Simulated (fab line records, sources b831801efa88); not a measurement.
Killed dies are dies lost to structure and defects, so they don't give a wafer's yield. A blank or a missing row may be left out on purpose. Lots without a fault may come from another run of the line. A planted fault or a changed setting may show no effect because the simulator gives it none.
fab line records | flow sfq_line
record lots=6 wafers=18 last_day=80
route steps=325 shown I3@141 M4@148
lots that met no fault: from a run of the same line without faults
start_h: hours from the record's first day to the start of the lot's first wafer shown | wait_h: hours since the lot's step before | " the same as in the row above | L1.1+2: a row that stands for several wafers | - no value, or no start given | * or withheld: withheld | < > ~ a bound
route shown NAME@n: a module of which the file shows steps, and the number in the route of the first | usual: mean/standard deviation of fault-free wafers | same: alike in all rows | chamber/n: place in a boat | sites: the reading at each site | _std_site: their standard deviation | _edge_site: outer sites' mean less inner sites' | radius_mm: how far each site lies from the wafer's centre | mask NAME#n: copy n | behind: the tool/chamber that last shaped the wafer | hold: why the lot was held/for how many hours/how that ended | device: the transistor (n, p or np) that didn't switch | end of line: the same wafers' tests at the end of the route | a step without rows: its recipe alone | killed: dies lost to structure and defects at the first sort, not the wafer's yield | map: a wafer's dies, x killed, . not, _ none there
set.NAME: the setting as run; set.NAME@STEP: as run at that earlier step | model.NAME: the simulator's own value behind a step, which no gauge read
lots at some steps of the route; a table a step, a row a wafer
services: from which hour (start_h, from the record's first day; less than 0 if before it) a tool's chamber was out of use, for how many hours, and why
## steps
# step SFQ_TRILAYER_I3_VIA_LITHO_PEB_088
# recipe peb_temp_c=115 peb_time_s=60 resist=KrF
# step SFQ_TRILAYER_I3_VIA_LITHO_DEVELOP_087
# recipe time_s=60 resist=KrF
# step SFQ_I3_OVL_MEAS_923
# usual I3_OVL=-1/5.8
# columns lot.wafer tool chamber start_h wait_h I3_OVL[nm]
L864.2 overlay-01 - 813.28 0.1 -7
L864.4 " - " " -7
L864.6 " - " " -8
L866.1 overlay-01 - 835.62 0.1 -5
L866.2 " - " " -13
L866.3 " - " " 0
L869.2 overlay-02 - 848.83 0.1 -1
L869.5 " - " " 8
L869.6 " - " " 1
L875.2 overlay-02 - 899.23 0.1 5
L875.3 " - " " 4
L875.5 " - " " 2
L879.1 overlay-02 - 930.42 0.1 1
L879.3 " - " " -2
L879.5 " - " " -1
L880.2 overlay-01 - 942.23 0.1 4
L880.4 " - " " -2
L880.6 " - " " 7
# step SFQ_TRILAYER_I3_VIA_BARC_OPEN_VIA_ETCH_121
# recipe mask_material=PR chemistry=O2 target_depth_nm=125 target=BARC source_w=500 bias_w=80 pressure_mtorr=30 time_s=41.7
# usual drypump_motor_current_A=5.7/0.43 oes_product_au=0.686/0.0043
# same time_s=41.7
# columns lot.wafer tool chamber start_h wait_h drypump_motor_current_A oes_product_au rf_hours_counter_h
L864.2 rie_diel-04 0 813.31 0.0 5.7 0.688 4
L864.4 " 2 " " 5.9 0.689 18
L864.6 " 3 " " 5.3 0.690 -
L866.1 rie_diel-04 1 835.66 0.0 6.6 0.689 1
L866.2 " 0 " " 5.7 0.682 4
L866.3 " 2 " " 6.0 0.690 18
L869.2 rie_diel-01 2 848.86 0.0 5.8 0.695 18
L869.5 " 0 " " 5.6 0.684 -
L869.6 " 3 " " 6.2 0.685 -
L875.2 rie_diel-03 3 899.26 0.0 5.9 0.688 16
L875.3 " 2 " " 5.7 0.683 21
L875.5 " 0 " " 4.8 0.683 -
L879.1 rie_diel-03 1 930.46 0.0 5.5 0.683 13
L879.3 " 2 " " 5.7 0.681 21
L879.5 " 1 " " 5.4 0.688 -
L880.2 rie_diel-03 1 942.26 0.0 5.4 0.688 13
L880.4 " 2 " " 5.8 0.688 22
L880.6 " 2 " " 5.7 0.689 -
# step SFQ_TRILAYER_I3_VIA_ETCH_VIA_ETCH_088
# recipe target=SiO2 stop_on=Nb mask_material=PR taper_deg=20 chemistry=CHF3 target_depth_nm=260 source_w=500 bias_w=80 pressure_mtorr=30 time_s=withheld
# usual drypump_motor_current_A=5.7/0.44 oes_product_au=0.855/0.0059
# columns lot.wafer tool chamber start_h wait_h drypump_motor_current_A oes_product_au
L864.2 rie_diel-04 0 813.35 0.0 5.7 0.867
L864.4 " 2 " " 6.0 0.851
L864.6 " 3 " " 5.3 0.851
L866.1 rie_diel-04 1 835.70 0.0 6.6 0.863
L866.2 " 0 " " 5.7 0.861
L866.3 " 2 " " 6.0 0.853
L869.2 rie_diel-01 2 848.90 0.0 5.8 0.862
L869.5 " 0 " " 5.6 0.846
L869.6 " 3 " " 6.2 0.844
L875.2 rie_diel-03 3 899.30 0.0 5.8 0.861
L875.3 " 2 " " 5.7 0.864
L875.5 " 0 " " 4.7 0.859
L879.1 rie_diel-03 1 930.50 0.0 5.5 0.853
L879.3 " 2 " " 5.7 0.863
L879.5 " 1 " " 5.5 0.865
L880.2 rie_diel-03 1 942.30 0.0 5.4 0.851
L880.4 " 2 " " 5.7 0.852
L880.6 " 2 " " 5.7 0.861
# step SFQ_TRILAYER_I3_VIA_STRIP_STRIP_089
# recipe gas=O2 power_w=200 platen_temp_c=40 overash_fraction=0.65 chemistry=O2 pressure_mtorr=50
# usual drypump_motor_current_A=5.5/0.35 oes_product_au=1.002/0.013
# columns lot.wafer tool chamber start_h wait_h drypump_motor_current_A oes_product_au rf_hours_counter_h
L864.2 rie_metal-02 1 813.46 - 5.9 0.989 117
L864.4 " 1 " " 5.9 0.979 -
L864.6 " 0 " " 5.7 1.010 -
L866.1 rie_metal-02 1 835.81 - 6.0 0.982 121
L866.2 " 0 " " 5.7 1.012 154
L866.3 " 1 " " 5.9 0.989 -
L869.2 rie_metal-02 1 849.01 - 6.0 0.987 124
L869.5 " 0 " " 5.8 1.002 -
L869.6 " 1 " " 5.9 0.987 -
L875.2 rie_metal-03 0 899.41 - 5.3 0.991 72
L875.3 " 0 " " 5.3 0.987 -
L875.5 " 0 " " 5.3 0.990 -
L879.1 rie_metal-01 0 930.61 - 5.1 0.987 137
L879.3 " 0 " " 5.1 0.985 -
L879.5 " 1 " " 5.2 1.019 -
L880.2 rie_metal-02 0 942.41 - 5.7 0.997 10
L880.4 " 1 " " 6.0 0.972 -
L880.6 " 1 " " 5.9 0.975 -
# step SFQ_TRILAYER_I3_VIA_STRIP_SOLV_CLEAN_090
# recipe chemistry=NMP temp_c=70 time_s=600
# step SFQ_TRILAYER_M4_DEP_PRE_CLEAN_092
# recipe gas=Ar time_s=22.5 bias_v=250
# step SFQ_TRILAYER_M4_DEP_SPUTTER_091
# recipe material=Nb base_pressure_pa=1.33e-06 chamber_pressure_pa=0.1333 substrate_temp_c=20 resputter_cathode_voltage_v=400 target_thk_nm=200 power_w=2000 time_s=133.3
# usual substrate_temp_c=19.99/0.11 throttle_valve_pct=30.7/0.78
# same time_s=133.3
# columns lot.wafer tool chamber start_h wait_h substrate_temp_c throttle_valve_pct
L864.2 pvd_sputter-05 - 814.27 0.0 19.86 30.3
L864.4 " - " " 20.07 31.8
L864.6 " - " " 20.00 31.7
L866.1 pvd_sputter-03 - 836.62 0.0 19.94 30.2
L866.2 " - " " 20.13 31.0
L866.3 " - " " 19.94 30.4
L869.2 pvd_sputter-04 - 849.85 0.0 19.94 31.0
L869.5 " - " " 19.91 30.6
L869.6 " - " " 19.81 31.7
L875.2 pvd_sputter-03 - 900.22 0.0 19.93 30.9
L875.3 " - " " 20.11 28.8
L875.5 " - " " 20.06 28.9
L879.1 pvd_sputter-04 - 931.42 0.0 19.81 30.8
L879.3 " - " " 19.96 31.2
L879.5 " - " " 19.88 30.7
L880.2 pvd_sputter-05 - 943.23 0.0 19.93 30.2
L880.4 " - " " 20.08 31.2
L880.6 " - " " 19.96 30.6
# step SFQ_M4_RS_MEAS_924
# recipe thk_meas_gauge=four-point-probe reads=Nb_of_TRILAYER_M4_DEP_SPUTTER_091
# usual M4_NB_RS=0.884/0.011
# columns lot.wafer tool chamber start_h wait_h M4_NB_RS[ohm/sq]
L864.2 film_metro-04 - 814.38 0.1 0.862
L864.4 " - " " 0.872
L864.6 " - " " 0.877
L866.1 film_metro-03 - 836.71 0.0 0.864
L866.2 " - " " 0.895
L866.3 " - " " 0.882
L869.2 film_metro-01 - 849.97 0.1 0.887
L869.5 " - " " 0.882
L869.6 " - " " 0.892
L875.2 film_metro-04 - 900.33 0.1 0.883
L875.3 " - " " 0.880
L875.5 " - " " 0.880
L879.1 film_metro-01 - 931.51 0.0 0.880
L879.3 " - " " 0.899
L879.5 " - " " 0.876
L880.2 film_metro-01 - 943.34 0.1 0.879
L880.4 " - " " 0.894
L880.6 " - " " 0.883
# step SFQ_TRILAYER_M4_LITHO_COAT_098
# recipe resist=BARC spin_rpm=3000 resist_thk_nm=62
# step SFQ_TRILAYER_M4_LITHO_COAT_093
# recipe resist=KrF spin_rpm=3000 resist_thk_nm=600
# columns lot.wafer tool chamber start_h wait_h model.KrF_of_TRILAYER_M4_LITHO_COAT_093.thk_nm
L864.2 litho_track-03 0 814.89 0.2 602
L864.4 " 0 " " 600.6
L864.6 " 0 " " 600
L866.1 litho_track-01 0 837.19 0.2 601.8
L866.2 " 0 " " 600.5
L866.3 " 0 " " 602
L869.2+6 litho_track-01 0 850.48 0.2 600.3
L869.5 " 0 " " 599.8
L875.2 litho_track-04 0 900.84 0.2 599.3
L875.3 " 0 " " 598.3
L875.5 " 0 " " 598.5
L879.1 litho_track-03 0 931.99 0.2 652.4
L879.3 " 0 " " 652.2
L879.5 " 0 " " 653.7
L880.2 litho_track-03 0 943.85 0.2 653.9
L880.4 " 0 " " 652.1
L880.6 " 0 " " 652.3
# step SFQ_TRILAYER_M4_LITHO_SOFTBAKE_097
# recipe temp_c=withheld time_s=withheld resist=KrF
# step SFQ_TRILAYER_M4_LITHO_EXPOSE_094
# recipe mask_id=M4 na=0.6 source_shape=conventional sigma_outer=0.65 target_cd_nm=500 dose_mj=14.4
# step SFQ_TRILAYER_M4_LITHO_PEB_096
# recipe peb_temp_c=115 peb_time_s=60 resist=KrF
# step SFQ_TRILAYER_M4_LITHO_DEVELOP_095
# recipe time_s=60 resist=KrF
# step SFQ_M4_OVL_MEAS_926
# usual M4_OVL=3/6.6
# columns lot.wafer tool chamber start_h wait_h M4_OVL[nm]
L864.2 overlay-01 - 871.04 0.1 15
L864.4 " - " " 12
L864.6 " - " " 11
L866.1 overlay-01 - 889.04 0.1 3
L866.2 " - " " 10
L866.3 " - " " 7
L869.2 overlay-01 - 898.64 0.1 6
L869.5 " - " " 4
L869.6 " - " " 0
L875.2 overlay-01 - 933.24 0.1 5
L875.3 " - " " 2
L875.5 " - " " 2
L879.1 overlay-02 - 958.54 0.1 10
L879.3 " - " " 7
L879.5 " - " " 15
L880.2 overlay-01 - 965.29 0.1 1
L880.4 " - " " 2
L880.6 " - " " -2
# step SFQ_TRILAYER_M4_BARC_OPEN_METAL_ETCH_123
# recipe mask_material=PR chemistry=O2 target_depth_nm=125 target=BARC icp_w=600 bias_w=80 pressure_mtorr=10 time_s=41.7
# step SFQ_TRILAYER_M4_ETCH_METAL_ETCH_096
# recipe target=Nb stop_on=SiO2 mask_material=PR chemistry=Cl2/Ar target_depth_nm=240 icp_w=600 bias_w=80 pressure_mtorr=10 time_s=120
# usual drypump_motor_current_A=5.5/0.37 oes_product_au=0.897/0.0084
# same time_s=120
# columns lot.wafer tool chamber start_h wait_h drypump_motor_current_A oes_product_au rf_hours_counter_h model.KrF_of_TRILAYER_M4_LITHO_COAT_093.thk_nm
L864.2 rie_metal-02 1 871.24 0.1 6.0 0.902 - 384.9
L864.4 " 1 " " 5.9 0.898 - 382.9
L864.6 " 1 " " 5.9 0.907 - 382.9
L866.1 rie_metal-02 1 889.19 0.1 6.0 0.911 135 385.6
L866.2 " 1 " " 5.9 0.893 - 384.9
L866.3 " 1 " " 5.9 0.891 - 386.7
L869.2 rie_metal-04 1 898.73 0.0 4.9 0.898 112 381.6
L869.5 " 1 " " 4.9 0.894 - 379.6
L869.6 " 0 " " 5.1 0.892 - 377.7
L875.2 rie_metal-04 1 933.33 0.0 4.9 0.902 118 382.7
L875.3 " 0 " " 5.1 0.900 - 376
L875.5 " 1 " " 4.9 0.898 - 381.7
L879.1 rie_metal-03 0 958.63 0.0 5.3 0.900 85 436.3
L879.3 " 0 " " 5.3 0.884 - 434.3
L879.5 " 0 " " 5.3 0.899 - 436.3
L880.2 rie_metal-02 0 965.38 0.0 5.8 0.901 15 433
L880.4 " 1 " " 5.9 0.890 - 437.4
L880.6 " 1 " " 5.9 0.902 - 438.9
# step SFQ_TRILAYER_M4_STRIP_STRIP_097
# recipe gas=O2 power_w=200 platen_temp_c=40 overash_fraction=0.65 chemistry=O2 pressure_mtorr=50
# usual drypump_motor_current_A=5.5/0.37 oes_product_au=1.001/0.011
# columns lot.wafer tool chamber start_h wait_h drypump_motor_current_A oes_product_au rf_hours_counter_h
L864.2 rie_metal-02 1 871.64 0.4 5.9 0.991 -
L864.4 " 1 " " 5.9 0.997 -
L864.6 " 1 " " 5.9 1.000 -
L866.1 rie_metal-02 1 889.44 0.2 5.9 0.998 135
L866.2 " 1 " " 5.9 0.993 -
L866.3 " 1 " " 5.9 0.992 -
L869.2 rie_metal-04 1 898.86 0.1 4.8 1.019 112
L869.5 " 1 " " 4.9 1.021 -
L869.6 " 0 " " 5.1 1.012 -
L875.2 rie_metal-04 1 933.46 0.1 4.9 0.993 118
L875.3 " 0 " " 5.1 1.004 -
L875.5 " 1 " " 4.8 0.993 -
L879.1 rie_metal-03 0 958.76 0.1 5.3 0.996 85
L879.3 " 0 " " 5.3 0.997 -
L879.5 " 0 " " 5.3 1.004 -
L880.2 rie_metal-02 0 965.51 0.1 5.7 1.016 15
L880.4 " 1 " " 5.9 0.997 -
L880.6 " 1 " " 5.9 0.984 -
## services
# columns tool chamber start_h hours kind
rie_diel-03 - 829.15 1.7 repair
rie_metal-03 - 837.32 15.6 pm
rie_diel-04 - 839.52 2.8 pm
rie_diel-04 3 848.28 - clean
rie_diel-04 3 848.28 23.2 scheduled_down
rie_diel-04 - 851.07 4.6 repair
pvd_sputter-03 - 859.17 2.3 repair
rie_metal-03 - 866.77 14.6 pm
rie_metal-02 0 870.79 - clean
rie_metal-02 0 870.79 25.8 scheduled_down
rie_metal-02 0 870.79 25.8 vent_cycle
rie_diel-01 3 871.66 9.7 repair
rie_diel-03 - 873.87 0.5 repair
rie_diel-03 0 875.55 14.3 repair
rie_diel-01 - 885.94 2.8 pm
rie_metal-04 - 888.16 1.4 pm
rie_diel-04 3 904.73 4.6 repair
rie_diel-01 0 914.30 3.9 repair
rie_diel-03 1 917.63 6.1 repair
rie_metal-01 - 926.83 2.8 pm
pvd_sputter-03 - 927.53 0.5 repair
rie_metal-03 1 942.42 2.1 repair
rie_diel-04 1 959.94 5.1 repair
rie_metal-03 - 962.67 28.1 pm
## key
first_sign none at tools or gauges
model_effect step=SFQ_TRILAYER_M4_LITHO_COAT_093 value=KrF_of_TRILAYER_M4_LITHO_COAT_093.thk_nm without=601.3 struck=652.8
model_effect step=SFQ_TRILAYER_M4_ETCH_METAL_ETCH_096 value=KrF_of_TRILAYER_M4_LITHO_COAT_093.thk_nm without=384.6 struck=436
met_at SFQ_TRILAYER_M4_LITHO_COAT_093
struck_wafers L879.1,L879.3,L879.5,L880.2,L880.4,L880.6
onset_between 814.89 931.99
also_fits time
fault kind=process_parameter_drift tool=litho_track-03 chamber=- onset_h=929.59 steps=SFQ_TRILAYER_M4_LITHO_COAT_093 channel=resist_thk_nm offset=51.329 shape=step end_h=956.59 acts_in=these_recipes_only stated=600
